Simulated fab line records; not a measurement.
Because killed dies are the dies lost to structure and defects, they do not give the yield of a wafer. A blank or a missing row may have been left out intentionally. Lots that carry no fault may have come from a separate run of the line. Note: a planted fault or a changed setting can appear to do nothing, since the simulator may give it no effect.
The tool behind it: which one?	flow gf180mcu	21 wafers from 7 lots sampled at 2 of the route's 602 steps

WHAT EACH GAUGE READ, for each wafer
GF_V5_OVL_MEAS_15.
lot	measured	on	V5_OVL (nm)
L336	day 28 10:11	overlay-02	-1 1 -7
L338	day 29 03:38	overlay-01	-2 -4 1
L341	day 29 23:10	overlay-01	0 1 4
L343	day 30 15:29	overlay-01	2 3 4
L345	day 31 01:25	overlay-01	2 -2 0
L349	day 32 02:44	overlay-02	11 9 7
L354	day 33 07:12	overlay-02	6 2 5

TOOL THAT RAN EACH LOT (tool first, then ch and the chambers of the sampled wafers, then the start)
lot	GF_V5_SOFTBAKE_10
L336	lithoTrack-02 ch 0, day 27 23:00
L338	lithoTrack-02 ch 0, day 28 18:00
L341	lithoTrack-01 ch 0, day 29 13:00
L343	lithoTrack-03 ch 0, day 30 06:00
L345	lithoTrack-01 ch 0, day 30 16:00
L349	lithoTrack-01 ch 0, day 31 18:00
L354	lithoTrack-02 ch 0, day 32 23:00
- GF_V5_SOFTBAKE_10: time 60 s.

THE ANSWER, worked out from the rows above alone
Rule: what is usual is taken from the lots themselves. The widest of any qualifying gaps counts: lots, ordered by their means at a reading, are off when they make up no more than a third of the lots, leave a main group of 4 or more, and stand apart from it by 3 or more times the standard deviation of that group's means. The tables above print the reading to a certain number of digits; a main group whose means all agree to those digits is not used. Also off: a lot with no number at a reading for which 4 or more lots have one. Any other lot the step has rows for is counted as sound.
None of the lots is off at any reading shown; this tells nothing.

WHAT THE SIMULATOR PUT IN
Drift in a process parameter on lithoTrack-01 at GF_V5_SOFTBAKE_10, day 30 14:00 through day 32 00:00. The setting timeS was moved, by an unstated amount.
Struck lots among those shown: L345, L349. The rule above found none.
